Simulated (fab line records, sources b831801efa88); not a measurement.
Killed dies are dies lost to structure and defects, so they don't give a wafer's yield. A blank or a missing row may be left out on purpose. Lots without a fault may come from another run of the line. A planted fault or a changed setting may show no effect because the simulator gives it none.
Chamber matching | flow gf180mcu | GF_CONTACT_CMP_04 on cmp-01: 4 sister chambers
The step polishes SiO2. 4 wafers are shown with their chamber, then 7 later ones without.

WAFERS WITH THEIR CHAMBER
wafer  | chamber | time_to_endpoint_s (s)
L151.6 | 1       | 114
L152.1 | 0       | 112
L163.1 | 3       | 113
L163.3 | 2       | 107

WAFERS WITHOUT THEIR CHAMBER
wafer  | time_to_endpoint_s (s)
L163.4 | 123
L164.2 | 101
L164.5 | 105
L164.6 | 111
L168.3 | 95
L168.4 | 111
L168.5 | 115

WHICH CHAMBER EACH WENT THROUGH
wafer  | from the rows above               | in truth
L163.4 | can't be placed: 1 or 3 or 0 or 2 | 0
L164.2 | can't be placed: 2 or 0 or 3 or 1 | 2
L164.5 | can't be placed: 2 or 0 or 3 or 1 | 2
L164.6 | can't be placed: 0 or 3 or 1 or 2 | 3
L168.3 | can't be placed: 2 or 0 or 3 or 1 | 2
L168.4 | can't be placed: 0 or 3 or 1 or 2 | 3
L168.5 | can't be placed: 1 or 3 or 0 or 2 | 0
Placed correctly: 0 of 7. Can't be placed from these rows: 7 (the true chamber is among the candidates in 7). Placed wrongly: 0.
How it was worked out, from the rows above alone: a wafer's distance from a chamber is the root of the sum, over the readings, of the square of ((its reading less the chamber's mean) divided by the reading's scatter). The wafer belongs to the nearest chamber; if the next one is less than 2 further off, it can't be placed. A chamber's mean is the mean of its shown wafers. The scatter: with one shown wafer a chamber, the root of the mean of the squares of how far each hidden wafer lies from its nearest shown one.
